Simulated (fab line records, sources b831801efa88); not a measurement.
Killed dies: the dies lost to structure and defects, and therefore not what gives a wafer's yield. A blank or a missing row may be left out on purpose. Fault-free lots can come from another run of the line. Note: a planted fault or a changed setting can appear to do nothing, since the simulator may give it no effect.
fab line records    flow gf180mcu
[record] lots = 13  wafers = 39  lastDay = 34
route steps=602 shown HV_LDD@204 CONTACT@309 V1@353
lots that met no fault: from a run of the same line without faults
startH: start of the lot's first displayed wafer, in hours after the record's first day    waitH: hours from the lot's prior step to this one    " as in the row above    L1.1+2: a row that stands for several wafers    - value missing, or start not given    * or withheld: withheld    < > ~ a bound
route shown NAME@n: a module of which the file shows steps, and the number in the route of the first    usual: mean/standard deviation taken from wafers without a fault    same: alike in all rows    chamber/n: place in a boat    sites: the reading at each site    _std_site: the values' standard deviation    _edge_site: inner sites' mean taken away from outer sites' mean    radiusMm: how far each site lies from the wafer's centre    mask NAME#n: copy n    behind: the most recent tool/chamber to have shaped the wafer    hold: cause of the lot's hold/its duration in hours/its outcome    device: transistor that didn't switch, given as n, p or np    end of line: the tests these same wafers got at the end of their route    where a step has no rows: the recipe by itself    killed: not the wafer's yield, but the dies lost to structure and defects at the first sort    map: per-die view of a wafer (x killed, . not killed, _ where there is no die)
set.NAME: setting as actually run; set.NAME@STEP: the setting as run at that earlier step    model.NAME: the simulator's own value behind a step, which no gauge read
steps of the route over a sample of lots; a table a step, a row a wafer
services: a tool's chamber out of use, with start hour (startH, from the record's first day; less than 0 if before it), hours out, and reason
[[steps]]
[step GF_HV_LDD_EXPOSE_28]
[recipe] maskId = Nplus_HV_AREA  targetCdNm = 400  na = 0.6  sourceShape = conventional  sigmaOuter = 0.6  doseMj = 140
[usual] exposureDoseMJCm2 = 139.99/0.14
lot.wafer  tool             chamber  startH  waitH  mask             exposureDoseMJCm2
L121.1     ilineStepper-01  0        239.16  -      Nplus_HV_AREA#0  140.20
L121.4     "                0        "       "      Nplus_HV_AREA#0  140.24
L121.6     "                0        "       "      Nplus_HV_AREA#0  140.12
L122.2     ilineStepper-01  0        242.18  -      Nplus_HV_AREA#0  139.80
L122.4     "                0        "       "      Nplus_HV_AREA#0  139.94
L122.6     "                0        "       "      Nplus_HV_AREA#0  139.86
L124.2     ilineStepper-02  0        264.04  -      Nplus_HV_AREA#0  140.10
L124.5     "                0        "       "      Nplus_HV_AREA#0  139.82
L124.6     "                0        "       "      Nplus_HV_AREA#0  140.03
L125.3     ilineStepper-02  0        264.60  -      Nplus_HV_AREA#0  139.87
L125.4     "                0        "       "      Nplus_HV_AREA#0  139.90
L125.6     "                0        "       "      Nplus_HV_AREA#0  139.91
L126.1     ilineStepper-01  0        271.29  -      Nplus_HV_AREA#0  140.00
L126.3     "                0        "       "      Nplus_HV_AREA#0  139.94
L126.5     "                0        "       "      Nplus_HV_AREA#0  139.83
L130.2     ilineStepper-01  0        322.11  -      Nplus_HV_AREA#0  140.17
L130.3     "                0        "       "      Nplus_HV_AREA#0  140.01
L130.4     "                0        "       "      Nplus_HV_AREA#0  140.17
L131.3     ilineStepper-02  0        324.68  -      Nplus_HV_AREA#0  139.98
L131.5     "                0        "       "      Nplus_HV_AREA#0  140.05
L131.6     "                0        "       "      Nplus_HV_AREA#0  140.13
L132.4     ilineStepper-01  0        342.04  -      Nplus_HV_AREA#0  140.07
L132.5     "                0        "       "      Nplus_HV_AREA#0  140.03
L132.6     "                0        "       "      Nplus_HV_AREA#0  140.03
L135.2     ilineStepper-01  0        359.86  -      Nplus_HV_AREA#0  140.13
L135.3     "                0        "       "      Nplus_HV_AREA#0  140.07
L135.6     "                0        "       "      Nplus_HV_AREA#0  139.98
L139.2     ilineStepper-01  0        393.23  -      Nplus_HV_AREA#0  151.37
L139.3     "                0        "       "      Nplus_HV_AREA#0  151.31
L139.4     "                0        "       "      Nplus_HV_AREA#0  151.22
L138.2     ilineStepper-01  0        394.43  -      Nplus_HV_AREA#0  151.40
L138.3     "                0        "       "      Nplus_HV_AREA#0  151.29
L138.5     "                0        "       "      Nplus_HV_AREA#0  151.26
L143.2     ilineStepper-02  0        414.73  -      Nplus_HV_AREA#0  140.07
L143.3     "                0        "       "      Nplus_HV_AREA#0  140.06
L143.6     "                0        "       "      Nplus_HV_AREA#0  140.11
L144.1     ilineStepper-02  0        431.41  -      Nplus_HV_AREA#0  139.74
L144.2     "                0        "       "      Nplus_HV_AREA#0  139.64
L144.3     "                0        "       "      Nplus_HV_AREA#0  139.65
[step GF_HV_LDD_CD_MEAS_31]
[recipe] targetCdNm = 400
[usual] cdNm = 399.7/2.2
lot.wafer  tool      chamber  startH  waitH  cdNm
L121.1     cdSem-02  -        247.66  0.1    401.1
L121.4     "         -        "       "      400.7
L121.6     "         -        "       "      400.3
L122.2     cdSem-02  -        250.93  0.1    399.6
L122.4     "         -        "       "      400.8
L122.6     "         -        "       "      398.7
L124.2     cdSem-02  -        273.08  0.1    397.8
L124.5     "         -        "       "      397.2
L124.6     "         -        "       "      394.6
L125.3     cdSem-02  -        273.85  0.1    398.9
L125.4     "         -        "       "      398.1
L125.6     "         -        "       "      399.0
L126.1     cdSem-01  -        280.81  0.1    400.4
L126.3     "         -        "       "      402.0
L126.5     "         -        "       "      401.7
L130.2     cdSem-01  -        331.98  0.1    395.5
L130.3     "         -        "       "      394.7
L130.4     "         -        "       "      395.7
L131.3     cdSem-01  -        334.95  0.1    400.0
L131.5     "         -        "       "      398.0
L131.6     "         -        "       "      396.8
L132.4     cdSem-02  -        352.87  0.1    400.9
L132.5     "         -        "       "      401.6
L132.6     "         -        "       "      397.3
L135.2     cdSem-01  -        369.68  0.1    400.8
L135.3     "         -        "       "      398.4
L135.6     "         -        "       "      397.1
L139.2     cdSem-02  -        404.68  0.1    423.5
L139.3     "         -        "       "      423.2
L139.4     "         -        "       "      424.8
L138.2     cdSem-02  -        406.18  0.1    424.2
L138.3     "         -        "       "      425.9
L138.5     "         -        "       "      426.3
L143.2     cdSem-01  -        425.83  0.1    398.8
L143.3     "         -        "       "      401.7
L143.6     "         -        "       "      400.3
L144.1     cdSem-02  -        443.41  0.1    399.5
L144.2     "         -        "       "      400.8
L144.3     "         -        "       "      399.2
[step GF_CONTACT_SPUTTER_22]
[recipe] material = Ti  targetThkNm = 15  chamberPressurePa = 5  powerW = 2500  substrateTempC = 200  timeS = 80.02
[usual] throttleValvePct = 29.7/1
lot.wafer  tool           chamber  startH  waitH  throttleValvePct
L121.1     pvdSputter-02  -        355.58  0.0    29.3
L121.4     "              -        "       "      29.4
L121.6     "              -        "       "      30.0
L122.2     pvdSputter-04  -        359.08  0.0    28.8
L122.4     "              -        "       "      29.0
L122.6     "              -        "       "      28.9
L124.2     pvdSputter-04  -        383.45  0.0    28.9
L124.5     "              -        "       "      28.8
L124.6     "              -        "       "      28.9
L125.3     pvdSputter-01  -        385.63  0.0    26.8
L125.4     "              -        "       "      30.4
L125.6     "              -        "       "      32.1
L126.1     pvdSputter-04  -        392.59  0.0    30.9
L126.3     "              -        "       "      28.7
L126.5     "              -        "       "      28.8
L130.2     pvdSputter-02  -        450.54  0.0    29.7
L130.3     "              -        "       "      30.9
L130.4     "              -        "       "      29.2
L131.3     pvdSputter-04  -        455.53  0.0    29.2
L131.5     "              -        "       "      29.1
L131.6     "              -        "       "      29.1
L132.4     pvdSputter-04  -        474.99  0.0    28.8
L132.5     "              -        "       "      28.6
L132.6     "              -        "       "      29.0
L135.2     pvdSputter-02  -        494.93  0.0    29.2
L135.3     "              -        "       "      30.6
L135.6     "              -        "       "      30.8
L139.2     pvdSputter-04  -        528.68  0.0    29.1
L139.3     "              -        "       "      30.7
L139.4     "              -        "       "      29.1
L138.2     pvdSputter-04  -        531.49  0.0    28.8
L138.3     "              -        "       "      29.0
L138.5     "              -        "       "      29.2
L143.2     pvdSputter-04  -        549.78  0.0    29.1
L143.3     "              -        "       "      29.2
L143.6     "              -        "       "      29.1
L144.1     pvdSputter-02  -        565.93  0.0    29.2
L144.2     "              -        "       "      30.7
L144.3     "              -        "       "      29.4
[step GF_V1_STRIP_18]
[recipe] chemistry = O2/N2  powerW = 1400  pressureMtorr = 1500  platenTempC = 250  o2FlowSccm = 3000  n2FlowSccm = 300  overashFraction = 0.5
[usual] drypumpMotorCurrentA = 5.6/0.36  heaterPowerW = 345/22  oesProductAu = 0.592/0.0047
lot.wafer  tool            chamber  startH  waitH  drypumpMotorCurrentA  heaterPowerW  oesProductAu  rfHoursCounterH
L121.1     plasmaAsher-02  0        401.80  -      4.8                   317           0.591         60
L121.4     "               1        "       "      5.6                   360           0.585         -
L121.6     "               0        "       "      4.8                   326           0.592         -
L122.2     plasmaAsher-01  0        406.69  -      5.6                   384           0.592         79
L122.4     "               0        "       "      5.7                   369           0.590         -
L122.6     "               0        "       "      5.7                   378           0.593         -
L124.2     plasmaAsher-01  0        432.60  -      5.7                   386           0.595         82
L124.5     "               0        "       "      5.7                   393           0.593         -
L124.6     "               1        "       "      5.2                   333           0.585         -
L125.3     plasmaAsher-01  0        436.03  -      5.7                   377           0.597         -
L125.4     "               1        "       "      5.2                   329           0.582         -
L125.6     "               0        "       "      5.7                   383           0.580         -
L126.1     plasmaAsher-03  1        443.30  -      6.0                   350           0.595         1
L126.3     "               0        "       "      5.9                   324           0.596         -
L126.5     "               1        "       "      6.0                   360           0.590         -
L130.2     plasmaAsher-03  1        500.73  -      6.0                   352           0.594         8
L130.3     "               0        "       "      5.9                   318           0.593         -
L130.4     "               1        "       "      6.0                   348           0.590         -
L131.3     plasmaAsher-03  0        504.68  -      5.9                   326           0.597         -
L131.5     "               1        "       "      6.0                   360           0.600         -
L131.6     "               0        "       "      5.9                   335           0.593         -
L132.4     plasmaAsher-03  0        523.93  -      5.9                   330           0.601         -
L132.5     "               1        "       "      6.0                   349           0.592         -
L132.6     "               0        "       "      5.9                   326           0.591         -
L135.2     plasmaAsher-03  1        543.59  -      6.0                   357           0.592         12
L135.3     "               1        "       "      6.0                   350           0.588         -
L135.6     "               0        "       "      5.9                   318           0.591         -
L139.2     plasmaAsher-02  1        575.81  -      5.6                   344           0.593         79
L139.3     "               1        "       "      5.6                   351           0.596         -
L139.4     "               0        "       "      4.8                   305           0.603         -
L138.2     plasmaAsher-01  1        578.74  -      5.3                   326           0.596         91
L138.3     "               1        "       "      5.3                   327           0.594         -
L138.5     "               0        "       "      5.7                   392           0.591         -
L143.2     plasmaAsher-01  1        596.64  -      5.3                   338           0.591         93
L143.3     "               0        "       "      5.7                   379           0.597         -
L143.6     "               0        "       "      5.7                   393           0.594         -
L144.1     plasmaAsher-01  1        611.46  -      5.2                   327           0.599         95
L144.2     "               0        "       "      5.7                   380           0.599         95
L144.3     "               0        "       "      5.7                   391           0.592         -
[step GF_V1_THK_MEAS_25]
[recipe] thkMeasGauge = xrf  reads = W_of_V1_CVD_23
[usual] V1_W_THK = 358/5
lot.wafer  tool          chamber  startH  waitH  V1_W_THK[nm]
L121.1     filmMetro-03  -        402.68  0.1    355
L121.4     "             -        "       "      352
L121.6     "             -        "       "      350
L122.2     filmMetro-03  -        407.59  0.1    354
L122.4     "             -        "       "      355
L122.6     "             -        "       "      356
L124.2     filmMetro-02  -        433.48  0.1    359
L124.5     "             -        "       "      354
L124.6     "             -        "       "      357
L125.3     filmMetro-03  -        436.88  0.1    360
L125.4     "             -        "       "      360
L125.6     "             -        "       "      361
L126.1     filmMetro-02  -        444.17  0.1    360
L126.3     "             -        "       "      356
L126.5     "             -        "       "      360
L130.2     filmMetro-03  -        501.61  0.1    364
L130.3     "             -        "       "      360
L130.4     "             -        "       "      366
L131.3     filmMetro-02  -        505.53  0.1    359
L131.5     "             -        "       "      366
L131.6     "             -        "       "      360
L132.4     filmMetro-03  -        524.79  0.1    349
L132.5     "             -        "       "      357
L132.6     "             -        "       "      364
L135.2     filmMetro-03  -        544.50  0.1    356
L135.3     "             -        "       "      362
L135.6     "             -        "       "      360
L139.2     filmMetro-03  -        576.69  0.1    352
L139.3     "             -        "       "      358
L139.4     "             -        "       "      353
L138.2     filmMetro-03  -        579.62  0.1    353
L138.3     "             -        "       "      358
L138.5     "             -        "       "      351
L143.2     filmMetro-02  -        597.52  0.1    366
L143.3     "             -        "       "      363
L143.6     "             -        "       "      361
L144.1     filmMetro-02  -        612.34  0.1    355
L144.2     "             -        "       "      350
L144.3     "             -        "       "      354
[[services]]
tool             chamber  startH  hours  kind
pvdSputter-04    -        223.61  5.0    repair
ilineStepper-01  -        254.57  13.2   repair
plasmaAsher-01   -        261.35  2.8    pm
pvdSputter-04    -        274.06  2.6    repair
ilineStepper-02  -        311.63  2.1    pm
ilineStepper-01  -        314.82  1.7    pm
plasmaAsher-03   -        338.73  5.0    repair
ilineStepper-01  -        366.20  2.1    pm
plasmaAsher-01   -        377.67  1.2    repair
pvdSputter-04    -        386.99  1.7    repair
plasmaAsher-01   -        392.22  1.3    repair
ilineStepper-02  -        392.85  1.7    pm
plasmaAsher-03   -        421.25  9.0    pm
ilineStepper-01  -        442.61  4.4    pm
plasmaAsher-01   -        462.37  22.5   repair
plasmaAsher-01   -        500.35  6.8    repair
pvdSputter-04    -        500.71  2.5    repair
pvdSputter-04    -        520.86  3.5    repair
ilineStepper-01  -        532.89  1.7    pm
plasmaAsher-01   -        544.29  5.1    repair
ilineStepper-01  -        554.88  6.5    repair
plasmaAsher-01   -        556.35  21.8   pm
ilineStepper-01  -        561.10  2.7    repair
plasmaAsher-01   -        589.20  0.7    repair
[[key]]
[firstSign] step = GF_HV_LDD_EXPOSE_28  reading = exposureDoseMJCm2  direction = up  sigmas = 83  usual = 139.99  struck = 151.31
[effect] step = GF_HV_LDD_CD_MEAS_31  reading = cdNm  direction = up  sigmas = 12  usual = 399.7  struck = 424.6
metAt GF_HV_LDD_EXPOSE_28
struckLots L138,L139
testerLeftOut L138,L139
notActingAt GF_CONTACT_SPUTTER_22,GF_V1_STRIP_18,GF_V1_THK_MEAS_25
onsetBetween 359.86 393.23
[fault] kind = processParameterDrift  tool = ilineStepper-01  chamber = -  onsetH = 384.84  steps = GF_HV_LDD_EXPOSE_28  channel = doseMj  offset = 11.235  shape = step  actsIn = theseRecipesOnly  stated = 140
// testerLeftOut: of these lots the tester's yield and bins aren't shown, on N5 and GAA mostly nor the transistor test; their killed dies are dies lost to structure and defects alone, not to doping, threshold or leakage, so they don't give the yield
